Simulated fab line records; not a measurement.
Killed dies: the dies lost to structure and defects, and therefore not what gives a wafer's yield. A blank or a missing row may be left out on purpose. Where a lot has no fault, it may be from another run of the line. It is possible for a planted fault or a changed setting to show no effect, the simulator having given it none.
Split-lot study    flow sfq_line    route with 325 steps; 5 lots, 23 wafers read

SPLIT DETAILS
At SFQ_TRILAYER_M4_LITHO_COAT_093 (resist thk 600 nm), the setting spin_rpm was moved away from the recipe's 3000 rpm on 11 of the 23 wafers read, by -2.3% to +6.6%. All remaining wafers had this setting at the recipe value.

FROM THE SPLIT TO THE READING: what the file shows between them, 3 steps
- SFQ_TRILAYER_M4_LITHO_SOFTBAKE_097
- SFQ_TRILAYER_M4_LITHO_EXPOSE_094: exposes mask M4, target cd 500 nm
- SFQ_TRILAYER_M4_BARC_OPEN_METAL_ETCH_123: etches BARC in O2, target depth 125 nm, time 41.7 s

THE READING
KrF_of_TRILAYER_M4_LITHO_COAT_093.thk_nm (the simulator's own value, which no gauge read), in nm, at SFQ_TRILAYER_M4_ETCH_METAL_ETCH_096 (etches Nb in Cl2/Ar, stops on SiO2, target depth 240 nm, time 120 s). The file gives no usual value for it. Across the 12 wafers here that went through the recipe, the average is 379.9 nm and the standard deviation 3.3 nm.

wafer   tool, chamber at the split  spin_rpm as run, rpm  against the recipe  KrF_of_TRILAYER_M4_LITHO_COAT_093.thk_nm, nm  against lot-mates on the recipe
L075.1  litho_track-01, 0           3114                  +3.8%               365.8                                         -11.6
L075.3  litho_track-01, 0           3000                  recipe              376.9                                         -
L075.4  litho_track-01, 0           3114                  +3.8%               369.2                                         -8.2
L075.5  litho_track-01, 0           3114                  +3.8%               368.4                                         -9.0
L075.6  litho_track-01, 0           3000                  recipe              377.9                                         -
L077.1  litho_track-01, 0           3199                  +6.6%               363.9                                         -15.5
L077.2  litho_track-01, 0           3199                  +6.6%               357.4                                         -22.0
L077.3  litho_track-01, 0           3000                  recipe              375.6                                         -
L077.4  litho_track-01, 0           3000                  recipe              383.2                                         -
L077.5  litho_track-01, 0           3199                  +6.6%               364.4                                         -15.0
L078.1  litho_track-04, 0           3118                  +3.9%               373.2                                         -9.4
L078.3  litho_track-04, 0           3000                  recipe              381.7                                         -
L078.4  litho_track-04, 0           3000                  recipe              384.1                                         -
L078.5  litho_track-04, 0           3000                  recipe              382.1                                         -
L078.6  litho_track-04, 0           3118                  +3.9%               372.2                                         -10.4
L079.1  litho_track-04, 0           2930                  -2.3%               389.9                                         +11.8
L079.2  litho_track-04, 0           2930                  -2.3%               382.3                                         +4.2
L079.3  litho_track-04, 0           3000                  recipe              380.8                                         -
L079.4  litho_track-04, 0           3000                  recipe              375.4                                         -
L079.5  litho_track-04, 0           2930                  -2.3%               386.8                                         +8.7
L082.1  litho_track-04, 0           3000                  recipe              385.5                                         -
L082.2  litho_track-04, 0           3000                  recipe              377.9                                         -
L082.4  litho_track-04, 0           3000                  recipe              377.2                                         -

THE FIT
A straight line over all 23 wafers: KrF_of_TRILAYER_M4_LITHO_COAT_093.thk_nm changes by -2.69 nm for each +1% of spin_rpm; r = -0.92; the points scatter about the line by 3.3 nm.
The same after taking each lot's own level away (the mean of its wafers on the recipe; 23 wafers): -2.74 nm for each +1%; r = -0.94; scatter 2.8 nm.
Per that fit: largest spin_rpm move, reading shift of 18 nm.
From 377.40 to 382.63 nm: that is the span of the lots' own levels, equal to 1.6 times the standard deviation above.
So the lot-to-lot level changes the slope little: the two slopes agree.
Check: -18.2 nm against its lot-mates is what the line predicts for one of the wafers moved furthest among these (+6.6%) when that wafer is left out of the fit. It came out at -15.5 nm against them.

THE OTHER SPLITS THESE WAFERS WENT THROUGH
Other splits were also applied to these wafers ahead of the reading. Each is held against what the fit with the lots' levels taken away leaves over:
other split on the same wafers                    wafers away from the commonest value  r with KrF_of_TRILAYER_M4_LITHO_COAT_093.thk_nm (lot level and that fit taken away)
SFQ_TRILAYER_I2_CMP_CMP_064 leave_above_ref_nm    11                                    +0.26
SFQ_TRILAYER_I2_VIA_LITHO_COAT_067 resist_thk_nm  8                                     +0.04
SFQ_TRILAYER_I2_VIA_LITHO_EXPOSE_068 dose_mj      7                                     -0.07
SFQ_TRILAYER_M3_LITHO_COAT_080 spin_rpm           8                                     -0.05
SFQ_TRILAYER_M3_BARC_OPEN_METAL_ETCH_100 time_s   3                                     +0.08

THE WHOLE CHAIN: every reading that the file lists as answering this split, in the file's order
step                                 what it does                                                         reading                                                                                    change (the file's fit)               r (the file's)
SFQ_TRILAYER_M4_LITHO_COAT_093       resist thk 600 nm                                                    KrF_of_TRILAYER_M4_LITHO_COAT_093.thk_nm (the simulator's own value, which no gauge read)  -2.94 nm for each +1% of the setting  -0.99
SFQ_TRILAYER_M4_ETCH_METAL_ETCH_096  etches Nb in Cl2/Ar, stops on SiO2, target depth 240 nm, time 120 s  KrF_of_TRILAYER_M4_LITHO_COAT_093.thk_nm (the simulator's own value, which no gauge read)  -2.66 nm for each +1% of the setting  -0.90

THE FILE'S OWN FIT
KrF_of_TRILAYER_M4_LITHO_COAT_093.thk_nm changes by -2.66 nm for each +1% of spin_rpm, r = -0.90.
